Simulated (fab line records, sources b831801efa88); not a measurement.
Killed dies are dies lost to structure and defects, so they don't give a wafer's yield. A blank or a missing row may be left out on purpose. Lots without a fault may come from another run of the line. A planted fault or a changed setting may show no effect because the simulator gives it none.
Chamber matching | flow gf180mcu | GF_V5_CMP_04 on cmp-01: 4 sister chambers
The step polishes SiO2. 8 wafers are shown with their chamber, then 7 later ones without.

WAFERS WITH THEIR CHAMBER
wafer  | chamber | motor_current_A (A)
L409.2 | 3       | 10.7
L412.1 | 0       | 13.0
L412.3 | 2       | 14.0
L418.3 | 1       | 10.7
L418.4 | 0       | 12.4
L418.5 | 2       | 13.6
L417.1 | 3       | 10.6
L417.2 | 1       | 10.3

WAFERS WITHOUT THEIR CHAMBER
wafer  | motor_current_A (A)
L417.4 | 12.9
L419.3 | 13.7
L419.4 | 11.0
L419.6 | 10.2
L421.2 | 10.7
L421.3 | 11.6
L421.6 | 14.2

WHICH CHAMBER EACH WENT THROUGH
wafer  | from the rows above          | in truth
L417.4 | 0                            | 0
L419.3 | 2                            | 2
L419.4 | can't be placed: 3 or 1      | 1
L419.6 | can't be placed: 1 or 3      | 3
L421.2 | can't be placed: 3 or 1      | 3
L421.3 | can't be placed: 3 or 0 or 1 | 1
L421.6 | 2                            | 2
Placed correctly: 3 of 7. Can't be placed from these rows: 4 (the true chamber is among the candidates in 4). Placed wrongly: 0.
How it was worked out, from the rows above alone: a wafer's distance from a chamber is the root of the sum, over the readings, of the square of ((its reading less the chamber's mean) divided by the reading's scatter). The wafer belongs to the nearest chamber; if the next one is less than 2 further off, it can't be placed. A chamber's mean is the mean of its shown wafers. The scatter: the root of (the sum of the squares of (reading less its chamber's mean) over the shown wafers, divided by (wafers less chambers)).
